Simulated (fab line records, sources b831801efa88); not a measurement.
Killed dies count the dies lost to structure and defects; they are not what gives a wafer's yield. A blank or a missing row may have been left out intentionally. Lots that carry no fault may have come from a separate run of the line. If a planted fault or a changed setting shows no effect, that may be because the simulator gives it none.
Tool commonality check / flow sky130 / Sample size 10 lots and 30 wafers

## REASON FOR OPENING
At SKY_POLY_GATE_THK_MEAS_01 the reading POLY_GATE_CVD_00_THK is flagged on 2 of 10 lots. No-fault wafers: 179.3 nm, standard deviation 1.4.
Rule: a lot is flagged in two cases, either no wafer of it has a number, or all its wafers with numbers fall more than 4 standard deviations from that mean. The rest of the lots are taken to be sound.

lot=L476; measured=day 14 21:17; on=film_metro-02; POLY_GATE_CVD_00_THK (nm), wafer by wafer=179.1 180.4 178.7; flag=
lot=L474; measured=day 14 22:28; on=film_metro-02; POLY_GATE_CVD_00_THK (nm), wafer by wafer=179.6 180.4 180.9; flag=
lot=L483; measured=day 17 14:41; on=film_metro-04; POLY_GATE_CVD_00_THK (nm), wafer by wafer=181.4 180.7 181.1; flag=
lot=L484; measured=day 17 14:41; on=film_metro-03; POLY_GATE_CVD_00_THK (nm), wafer by wafer=181.2 179.8 181.0; flag=
lot=L485; measured=day 17 22:56; on=film_metro-03; POLY_GATE_CVD_00_THK (nm), wafer by wafer=178.4 179.3 179.4; flag=
lot=L486; measured=day 18 02:01; on=film_metro-03; POLY_GATE_CVD_00_THK (nm), wafer by wafer=146.8 147.1 146.3; flag=FLAGGED
lot=L487; measured=day 18 10:10; on=film_metro-02; POLY_GATE_CVD_00_THK (nm), wafer by wafer=142.5 143.2 145.0; flag=FLAGGED
lot=L494; measured=day 21 05:40; on=film_metro-03; POLY_GATE_CVD_00_THK (nm), wafer by wafer=180.2 181.0 180.5; flag=
lot=L496; measured=day 21 22:35; on=film_metro-03; POLY_GATE_CVD_00_THK (nm), wafer by wafer=178.3 180.6 180.2; flag=
lot=L497; measured=day 22 03:17; on=film_metro-04; POLY_GATE_CVD_00_THK (nm), wafer by wafer=180.4 180.5 182.2; flag=
The numbers of the flagged lots are 145.2 nm on average: -34.2 nm against the usual, or -24 standard deviations.

## EACH LOT AND THE TOOL IT RAN ON
3 process steps preceding the reading are held in the record, out of 708 steps in the route. Every cell lists first the tool, next ch and the chambers used by the sampled wafers, and last the start.
lot=L476; flag=; SKY_NWELL_STRIP_14=plasma_asher-04 ch 0,1, day 5 02:49; SKY_NWELL_STRIP_25=plasma_asher-03 ch 0,1, day 5 20:50; SKY_POLY_GATE_CVD_00=lpcvd-01 ch 1, day 14 20:03
lot=L474; flag=; SKY_NWELL_STRIP_14=plasma_asher-04 ch 0,1, day 5 07:26; SKY_NWELL_STRIP_25=plasma_asher-01 ch 0,1, day 6 01:26; SKY_POLY_GATE_CVD_00=lpcvd-01 ch 1, day 14 21:15
lot=L483; flag=; SKY_NWELL_STRIP_14=plasma_asher-01 ch 0,1, day 6 22:53; SKY_NWELL_STRIP_25=plasma_asher-03 ch 0,1, day 7 19:02; SKY_POLY_GATE_CVD_00=lpcvd-01 ch 0, day 17 13:28
lot=L484; flag=; SKY_NWELL_STRIP_14=plasma_asher-01 ch 0,1, day 6 21:30; SKY_NWELL_STRIP_25=plasma_asher-01 ch 0,1, day 7 18:02; SKY_POLY_GATE_CVD_00=lpcvd-01 ch 1, day 17 13:28
lot=L485; flag=; SKY_NWELL_STRIP_14=plasma_asher-03 ch 0,1, day 7 07:09; SKY_NWELL_STRIP_25=plasma_asher-04 ch 0,1, day 8 02:57; SKY_POLY_GATE_CVD_00=lpcvd-01 ch 1, day 17 21:44
lot=L486; flag=FLAGGED; SKY_NWELL_STRIP_14=plasma_asher-03 ch 0,1, day 7 10:55; SKY_NWELL_STRIP_25=plasma_asher-03 ch 0,1, day 8 08:22; SKY_POLY_GATE_CVD_00=lpcvd-01 ch 1, day 18 00:47
lot=L487; flag=FLAGGED; SKY_NWELL_STRIP_14=plasma_asher-04 ch 0,1, day 7 17:05; SKY_NWELL_STRIP_25=plasma_asher-04 ch 0,1, day 8 14:12; SKY_POLY_GATE_CVD_00=lpcvd-01 ch 1, day 18 08:57
lot=L494; flag=; SKY_NWELL_STRIP_14=plasma_asher-03 ch 0,1, day 9 13:34; SKY_NWELL_STRIP_25=plasma_asher-04 ch 0,1, day 10 12:13; SKY_POLY_GATE_CVD_00=lpcvd-01 ch 0, day 21 04:26
lot=L496; flag=; SKY_NWELL_STRIP_14=plasma_asher-01 ch 0,1, day 10 04:26; SKY_NWELL_STRIP_25=plasma_asher-04 ch 0,1, day 11 03:14; SKY_POLY_GATE_CVD_00=lpcvd-01 ch 0, day 21 21:23
lot=L497; flag=; SKY_NWELL_STRIP_14=plasma_asher-01 ch 1, day 10 11:08; SKY_NWELL_STRIP_25=plasma_asher-04 ch 0, day 11 10:35; SKY_POLY_GATE_CVD_00=lpcvd-01 ch 1, day 22 02:05
What is done by these steps:
- SKY_NWELL_STRIP_14: strips in O2/N2.
- SKY_NWELL_STRIP_25: strips in O2/N2.
- SKY_POLY_GATE_CVD_00: deposits poly-Si, target thk 180 nm, time 720 s.
- SKY_POLY_GATE_THK_MEAS_01

## FLAGGED AGAINST TOTAL, ONE TOOL AT A TIME (gauges that did the reading follow at the end)
step=SKY_NWELL_STRIP_14; tool=plasma_asher-01; lots run=4; flagged=0; share of the flagged lots=none; sound lots run after its first flagged lot=-
step=SKY_NWELL_STRIP_14; tool=plasma_asher-03; lots run=3; flagged=1; share of the flagged lots=some; sound lots run after its first flagged lot=1 (L494)
step=SKY_NWELL_STRIP_14; tool=plasma_asher-04; lots run=3; flagged=1; share of the flagged lots=some; sound lots run after its first flagged lot=0
step=SKY_NWELL_STRIP_25; tool=plasma_asher-01; lots run=2; flagged=0; share of the flagged lots=none; sound lots run after its first flagged lot=-
step=SKY_NWELL_STRIP_25; tool=plasma_asher-03; lots run=3; flagged=1; share of the flagged lots=some; sound lots run after its first flagged lot=0
step=SKY_NWELL_STRIP_25; tool=plasma_asher-04; lots run=5; flagged=1; share of the flagged lots=some; sound lots run after its first flagged lot=3 (L494,L496,L497)
step=SKY_POLY_GATE_CVD_00; tool=lpcvd-01; lots run=10; flagged=2; share of the flagged lots=all; sound lots run after its first flagged lot=3 (L494,L496,L497)
step=SKY_POLY_GATE_THK_MEAS_01; tool=film_metro-02; lots run=3; flagged=1; share of the flagged lots=some; sound lots run after its first flagged lot=0
step=SKY_POLY_GATE_THK_MEAS_01; tool=film_metro-03; lots run=5; flagged=1; share of the flagged lots=some; sound lots run after its first flagged lot=2 (L494,L496)
step=SKY_POLY_GATE_THK_MEAS_01; tool=film_metro-04; lots run=2; flagged=0; share of the flagged lots=none; sound lots run after its first flagged lot=-

## WHAT THE TABLE ALLOWS
All flagged lots share 1 row of the table, namely lpcvd-01 at SKY_POLY_GATE_CVD_00.
- lpcvd-01 at SKY_POLY_GATE_CVD_00 ran 10 lots, 2 of them flagged. Sound lots followed the first flagged one (L494, L496, L497) on it, something a lasting fault affecting the whole tool could not allow. Its own readings lie more than 4 standard deviations out on every wafer of the flagged lots: spike_tc_centre_C, spike_tc_lower_C, spike_tc_top_C, spike_tc_upper_C.
None of the table's rows ran every flagged lot and, after the first, no sound lot.

## WHAT THE SIMULATOR HAD PUT IN
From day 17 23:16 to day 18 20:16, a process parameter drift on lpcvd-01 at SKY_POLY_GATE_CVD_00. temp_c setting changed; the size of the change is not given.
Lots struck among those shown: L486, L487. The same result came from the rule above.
